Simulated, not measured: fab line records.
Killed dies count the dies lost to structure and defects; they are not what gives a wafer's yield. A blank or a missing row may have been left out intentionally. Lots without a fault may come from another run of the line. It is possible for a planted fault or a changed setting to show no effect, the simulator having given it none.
The tool behind it: which one?    flow gf180mcu    Sampling: 12 lots, 36 wafers, 5 of 602 route steps

WHAT THE GAUGES SHOWED, per wafer
GF_HV_LDD_THK_MEAS_55. Usual: for HV_LDD_CVD_54_THK the level is 9.98 nm and the standard deviation is 0.14.
lot   measured      on             HV_LDD_CVD_54_THK (nm)  flag
L321  day 12 09:26  film metro-01  10.22 10.20 10.28       
L322  day 12 16:47  film metro-01  9.96 10.18 10.13        
L323  day 12 23:34  film metro-03  8.35 8.35 8.31          OFF
L324  day 13 12:19  film metro-03  8.41 8.57 8.51          OFF
L334  day 17 03:02  film metro-04  9.93 10.04 10.02        
L335  day 17 05:34  film metro-04  10.00 9.90 9.96         
L336  day 17 16:29  film metro-04  10.00 9.93 9.97         
L337  day 18 00:39  film metro-01  9.98 10.13 10.10        
L338  day 18 03:10  film metro-03  9.86 9.90 9.82          
L340  day 18 18:25  film metro-01  9.99 10.23 9.92         
L341  day 19 02:35  film metro-04  10.05 10.17 9.98        
L342  day 19 06:22  film metro-01  9.66 9.85 9.88          

GF_NSD_TW_MEAS_12. Usual: for NSD_TW the level is 4258 and the standard deviation is 41.
lot   measured      on             NSD_TW          flag
L321  day 13 07:01  film metro-03  4211 4210 4202  
L322  day 13 14:33  film metro-02  4282 4296 4291  
L323  day 14 01:13  film metro-02  4300 4301 4331  
L324  day 14 11:32  film metro-04  4216 4207 4216  
L334  day 18 03:44  film metro-03  4193 4197 4189  
L335  day 18 06:14  film metro-02  4246 4292 4271  
L336  day 18 17:26  film metro-02  4268 4277 4278  
L337  day 19 01:26  film metro-02  4254 4267 4289  
L338  day 19 04:26  film metro-02  4268 4286 4307  
L340  day 19 20:36  film metro-03  4203 4200 4195  
L341  day 20 06:17  film metro-04  4211 4212 4214  
L342  day 20 08:19  film metro-02  4309 4312 4298  

WHICH TOOL RAN EACH LOT (tool, then ch and the chambers of the sampled wafers, then the start)
lot   GF_HV_LDD_STRIP_22                    GF_HV_LDD_STRIP_49                    GF_HV_LDD_CVD_54
L321  plasma asher-02 ch 0,1, day 10 18:43  plasma asher-01 ch 0,1, day 12 08:02  lpcvd-02 ch 0, day 12 08:25
L322  plasma asher-02 ch 0,1, day 11 00:55  plasma asher-02 ch 0,1, day 12 15:22  lpcvd-02 ch 0, day 12 15:46
L323  plasma asher-04 ch 0,1, day 11 07:05  plasma asher-04 ch 0,1, day 12 22:10  lpcvd-02 ch 0, day 12 22:33
L324  plasma asher-01 ch 0,1, day 11 18:07  plasma asher-02 ch 0,1, day 13 10:02  lpcvd-02 ch 0, day 13 11:17
L334  plasma asher-04 ch 0,1, day 15 03:58  plasma asher-04 ch 0, day 17 01:37    lpcvd-01 ch 1, day 17 02:01
L335  plasma asher-01 ch 0,1, day 15 05:23  plasma asher-04 ch 0,1, day 17 02:52  lpcvd-01 ch 1, day 17 04:32
L336  plasma asher-01 ch 0,1, day 15 17:15  plasma asher-04 ch 0,1, day 17 15:03  lpcvd-02 ch 0, day 17 15:27
L337  plasma asher-04 ch 0,1, day 16 00:44  plasma asher-01 ch 0,1, day 17 23:14  lpcvd-02 ch 1, day 17 23:38
L338  plasma asher-01 ch 0,1, day 16 03:14  plasma asher-01 ch 0,1, day 18 01:42  lpcvd-01 ch 1, day 18 02:08
L340  plasma asher-04 ch 0, day 16 19:03    plasma asher-02 ch 0, day 18 17:00    lpcvd-02 ch 0, day 18 17:24
L341  plasma asher-01 ch 0,1, day 17 01:01  plasma asher-02 ch 0,1, day 18 23:25  lpcvd-02 ch 0, day 19 01:34
L342  plasma asher-04 ch 0, day 17 05:20    plasma asher-02 ch 0,1, day 19 04:46  lpcvd-02 ch 1, day 19 05:20
- GF_HV_LDD_STRIP_22: strips in O2/N2.
- GF_HV_LDD_STRIP_49: strips in O2/N2.
- GF_HV_LDD_CVD_54: deposits SiO2 from TEOS, target thk 10 nm, time 75 s.

WHAT THE TOOLS THEMSELVES READ (means of the sampled wafers that have a number; where no wafer has one, the mark that the record gives instead)
GF_HV_LDD_STRIP_22. Usual: drypump motor current A 5.4 A, standard deviation 0.47; heater power w 317 W, standard deviation 46; n2 flow sccm 300.1 sccm, standard deviation 1; oes product au 0.715 a.u., standard deviation 0.0046; strip time to endpoint s 12.62 s, standard deviation 0.035.
lot   tool             drypump motor current A (A)  heater power w (W)  n2 flow sccm (sccm)  oes product au (a.u.)  strip time to endpoint s (s)  flag
L321  plasma asher-02  5.7                          359                 300.7                0.715                  12.68                         
L322  plasma asher-02  5.7                          358                 299.5                0.714                  12.63                         
L323  plasma asher-04  5.1                          334                 300.6                0.717                  12.67                         
L324  plasma asher-01  5.3                          277                 299.9                0.717                  12.64                         
L334  plasma asher-04  5.1                          333                 299.4                0.711                  12.67                         
L335  plasma asher-01  5.1                          270                 299.6                0.717                  12.56                         
L336  plasma asher-01  5.3                          279                 300.1                0.711                  12.59                         
L337  plasma asher-04  4.9                          306                 299.6                0.714                  12.60                         
L338  plasma asher-01  5.1                          270                 300.8                0.714                  12.65                         
L340  plasma asher-04  4.8                          275                 300.3                0.712                  12.61                         
L341  plasma asher-01  5.1                          275                 299.6                0.715                  12.59                         
L342  plasma asher-04  4.8                          278                 300.9                0.717                  12.61                         

GF_HV_LDD_STRIP_49. Usual: drypump motor current A 5.5 A, standard deviation 0.47; heater power w 323 W, standard deviation 47; n2 flow sccm 300.0 sccm, standard deviation 0.82; oes product au 0.716 a.u., standard deviation 0.005; strip time to endpoint s 12.622 s, standard deviation 0.03.
lot   tool             drypump motor current A (A)  heater power w (W)  n2 flow sccm (sccm)  oes product au (a.u.)  strip time to endpoint s (s)  flag
L321  plasma asher-01  5.3                          279                 299.6                0.715                  12.621                        
L322  plasma asher-02  5.9                          325                 299.2                0.719                  12.627                        
L323  plasma asher-04  5.1                          330                 300.7                0.719                  12.637                        
L324  plasma asher-02  5.9                          330                 298.7                0.716                  12.641                        
L334  plasma asher-04  4.7                          282                 300.0                0.719                  12.613                        
L335  plasma asher-04  4.9                          307                 300.2                0.715                  12.629                        
L336  plasma asher-04  5.1                          329                 300.2                0.718                  12.616                        
L337  plasma asher-01  5.1                          275                 299.9                0.717                  12.670                        
L338  plasma asher-01  5.3                          274                 300.1                0.722                  12.613                        
L340  plasma asher-02  6.1                          304                 301.0                0.716                  12.626                        
L341  plasma asher-02  5.9                          330                 300.4                0.717                  12.601                        
L342  plasma asher-02  5.9                          336                 299.3                0.717                  12.627                        

GF_HV_LDD_CVD_54. Usual: pressure mtorr 400.0 mTorr, standard deviation 0.87; zone power top pct 20.7 %, standard deviation 1.1.
lot   tool      pressure mtorr (mTorr)  zone power top pct (%)  flag
L321  lpcvd-02  400.1                   20.5                    
L322  lpcvd-02  399.5                   20.6                    
L323  lpcvd-02  400.0                   20.4                    
L324  lpcvd-02  399.4                   20.6                    
L334  lpcvd-01  398.8                   19.2                    
L335  lpcvd-01  399.9                   19.2                    
L336  lpcvd-02  400.5                   20.6                    
L337  lpcvd-02  401.1                   22.2                    
L338  lpcvd-01  400.3                   19.4                    
L340  lpcvd-02  399.3                   20.3                    
L341  lpcvd-02  400.6                   20.3                    
L342  lpcvd-02  399.5                   21.9                    

THE ANSWER, worked out from the rows above alone
Rule: lot off if the mean of its wafers having a number is beyond 3 standard deviations from the usual mean. A lot without any number at a reading at which 4 lots or more have one is off too. Any other lot the step has rows for is counted as sound. Order of review: gauges by route order, followed by the tools' own readings, for which a lot's mean as printed above is used. The first step at which some lot is off is used, and at that step the reading that is off furthest; a lot without a number counts as furthest.
Off: L323, L324, seen at GF_HV_LDD_THK_MEAS_55 (HV_LDD_CVD_54_THK).
A tool fits if, at a process step before that reading, it ran every lot that is off, and no sound lot after the first of them. Those tools and the gauges at GF_HV_LDD_THK_MEAS_55 are tried in the same way. None of those tried fits.

WHAT THE SIMULATOR HAD PUT IN
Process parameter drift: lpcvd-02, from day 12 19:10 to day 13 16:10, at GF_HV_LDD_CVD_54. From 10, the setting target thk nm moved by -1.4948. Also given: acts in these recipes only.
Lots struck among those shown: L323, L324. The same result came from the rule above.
